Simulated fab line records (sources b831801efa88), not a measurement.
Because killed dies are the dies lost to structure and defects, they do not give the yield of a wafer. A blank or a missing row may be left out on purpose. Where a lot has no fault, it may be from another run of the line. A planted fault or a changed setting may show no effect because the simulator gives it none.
Problem report in the 8D (eight disciplines) form, filled by code :: flow gf180mcu :: the parts of the form that need people (team, actions taken, sign-off) are left out

== 1. THE PROBLEM ==
Wafers free of any fault read 0.327 ohm/sq (standard deviation 0.0055) for V2_W_RS at GF_V2_RS_MEAS_24, against a mean of 0.295 ohm/sq on 6 wafers of 2 lots. That puts it -5.8 standard deviations away from the usual mean.
The step: measures by four-point-probe.
First seen on wafer L631.1, day 24 20:20, on film metro-04. The record has a number at this step for 33 wafers belonging to 11 lots. By rule, "out" or "out of limits" means more than 4 standard deviations away from the usual mean. All remaining wafers that have a number are taken as sound.

== 2. WHAT IT IS AND WHAT IT IS NOT ==
question: which readings at this step
is: V2_W_RS
is not: -

question: which lots
is: L631, L633
is not: L620, L621, L623, L624, L625, L630, L637, L640, L642

question: which wafers of those lots
is: all that have a number
is not: -

question: read on which gauges
is: film metro-02, film metro-04
is not: film metro-01

question: when
is: from day 24 20:20
is not: up to then (18 sound wafers); but 9 sound wafers of L637, L640, L642 came after

== 3. SUSPECTS, AND WHAT RULES EACH OUT ==
Counting: a tool at any process step up to the reading remains a suspect when it ran all the lots that are out and ran no sound lot after the first of those.
- the gauge at GF_V2_RS_MEAS_24: ruled out. 2 gauges (film metro-02, film metro-04) read the wafers that are out.
- pecvd-04 at GF_V2_CVD_02 (deposits SiO2 from TEOS, target thk 850 nm, time 94.851 s): ruled out as a lasting fault. Following L631 (day 23 21:01), the first lot on it that is out, the sound lots L640, L642 were run on it.
- cvd w-02 at GF_V2_CVD_23 (deposits W, target thk 350 nm, time 104.94 s): kept. All lots that are out passed through it, beginning with L631 at day 24 20:13, and no sound lot followed; its final sound lot before that point was L630 at day 24 10:26. On those wafers its own readings are out: chamber pressure Torr.
The count leaves cvd w-02 at GF_V2_CVD_23.

== 4. THE CAUSE (what the simulator had put in) ==
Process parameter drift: cvd w-02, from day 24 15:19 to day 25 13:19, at GF_V2_CVD_23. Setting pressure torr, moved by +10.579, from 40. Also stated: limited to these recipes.
Only this tool survived the counting.

== 5. THE EFFECT CHAIN, in route order ==
Each row: a reading whose mean over the struck wafers that have a number lies more than 3 standard deviations from the usual. Scope: only readings with a usual standard deviation given in the record; hours: median across lots of the time from each lot's start at the first step in this table that gives one to its start at this step; sigmas: change in usual standard deviations.
hours: 0
step: GF_V2_CVD_23
reading: chamber pressure Torr
usual: 39.99 Torr
on struck wafers: 50.57
change: +10.58
sigmas: +99 or more

hours: 0
step: GF_V2_RS_MEAS_24
reading: V2_W_RS
usual: 0.327 ohm/sq
on struck wafers: 0.295
change: -0.032
sigmas: -5.8

hours: 0
step: GF_V2_THK_MEAS_25
reading: V2_W_THK
usual: 354 nm
on struck wafers: 394
change: +40
sigmas: +6.2
It contains these process steps:
- GF_V2_CVD_23: deposits W, target thk 350 nm, time 104.94 s.

== 6. WHAT WOULD HAVE CAUGHT IT SOONER ==
5 hours passed between the start of the fault at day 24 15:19 and the first reading out of limits at a measuring or inspecting step in this record, taken at day 24 20:20.
The tool's own readings at GF_V2_CVD_23 were out on every struck wafer that the step has a row for (chamber pressure Torr): an alarm limit on them would have fired on the first of those.
Lots out: 2; of these, L633 started GF_V2_CVD_23 on cvd w-02 after day 24 20:20. Holding the tool at that time would have saved it.
